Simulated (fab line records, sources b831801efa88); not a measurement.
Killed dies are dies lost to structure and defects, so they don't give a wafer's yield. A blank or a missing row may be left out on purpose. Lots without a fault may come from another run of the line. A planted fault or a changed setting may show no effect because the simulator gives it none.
Which tool did it? | flow gf180mcu | 12 lots, 36 wafers sampled, at 4 steps of a route of 602

WHAT THE GAUGES READ, wafer by wafer
GF_V4_THK_MEAS_01.
lot  | measured     | on            | V4_CVD_00_THK (nm)
L075 | day 23 01:36 | film_metro-03 | 619 612 616
L076 | day 24 07:40 | film_metro-04 | 612 596 607
L079 | day 25 00:02 | film_metro-02 | 609 615 614
L081 | day 25 22:48 | film_metro-04 | 615 599 606
L083 | day 26 03:09 | film_metro-02 | 599 593 603
L085 | day 26 12:56 | film_metro-04 | 592 591 598
L087 | day 27 15:04 | film_metro-04 | 604 601 594
L089 | day 28 04:20 | film_metro-02 | 599 603 597
L091 | day 28 19:04 | film_metro-02 | 588 591 597
L093 | day 29 03:28 | film_metro-03 | 602 603 601
L094 | day 29 17:58 | film_metro-03 | 590 600 591
L097 | day 30 06:52 | film_metro-04 | 606 598 605

WHICH TOOL RAN EACH LOT (tool, then ch and the chambers of the sampled wafers, then the start)
lot  | GF_M3_SPUTTER_01             | GF_V3_CVD_23                  | GF_M4_SPUTTER_03
L075 | pvd_sputter-01, day 19 20:53 | cvd_w-01 ch 0,1, day 22 00:13 | pvd_sputter-03, day 22 00:59
L076 | pvd_sputter-01, day 21 04:34 | cvd_w-02 ch 1, day 23 07:05   | pvd_sputter-03, day 23 07:55
L079 | pvd_sputter-01, day 21 21:48 | cvd_w-02 ch 0,1, day 23 23:17 | pvd_sputter-04, day 24 00:02
L081 | pvd_sputter-03, day 22 21:43 | cvd_w-01 ch 0,1, day 24 22:59 | pvd_sputter-04, day 24 23:44
L083 | pvd_sputter-04, day 23 03:01 | cvd_w-02 ch 0,1, day 25 02:59 | pvd_sputter-02, day 25 03:44
L085 | pvd_sputter-03, day 23 13:54 | cvd_w-02 ch 0, day 25 13:15   | pvd_sputter-02, day 25 14:00
L087 | pvd_sputter-03, day 24 19:32 | cvd_w-01 ch 0,1, day 26 16:47 | pvd_sputter-04, day 26 17:32
L089 | pvd_sputter-04, day 25 07:50 | cvd_w-01 ch 0,1, day 27 05:46 | pvd_sputter-02, day 27 06:31
L091 | pvd_sputter-04, day 26 01:43 | cvd_w-01 ch 0,1, day 27 21:50 | pvd_sputter-04, day 27 22:34
L093 | pvd_sputter-04, day 26 12:49 | cvd_w-02 ch 0,1, day 28 07:48 | pvd_sputter-03, day 28 08:34
L094 | pvd_sputter-03, day 27 03:13 | cvd_w-02 ch 0,1, day 28 21:29 | pvd_sputter-04, day 28 22:14
L097 | pvd_sputter-01, day 27 19:49 | cvd_w-02 ch 0,1, day 29 11:40 | pvd_sputter-04, day 29 12:25
- GF_M3_SPUTTER_01: material TiN, target thk 30 nm, time 25 s.
- GF_V3_CVD_23: deposits W, target thk 350 nm, time 104.9 s.
- GF_M4_SPUTTER_03: material Ti, target thk 10 nm, time 6.7 s.

THE ANSWER, worked out from the rows above alone
Rule: what is usual is taken from the lots themselves. Put in order of their means at a reading, lots are off if they are a third of the lots or fewer, leave a main group of 4 or more, and stand apart from it by a gap of 3 or more times the standard deviation of the main group's means; of several such gaps the widest counts. A main group whose means are all the same, to the digits that the tables above print for the reading, isn't used. A lot without any number at a reading at which 4 lots or more have one is off too. The other lots that the step has rows for count as sound.
No lot is off at any reading shown: from this, nothing can be told.

WHAT THE SIMULATOR HAD PUT IN
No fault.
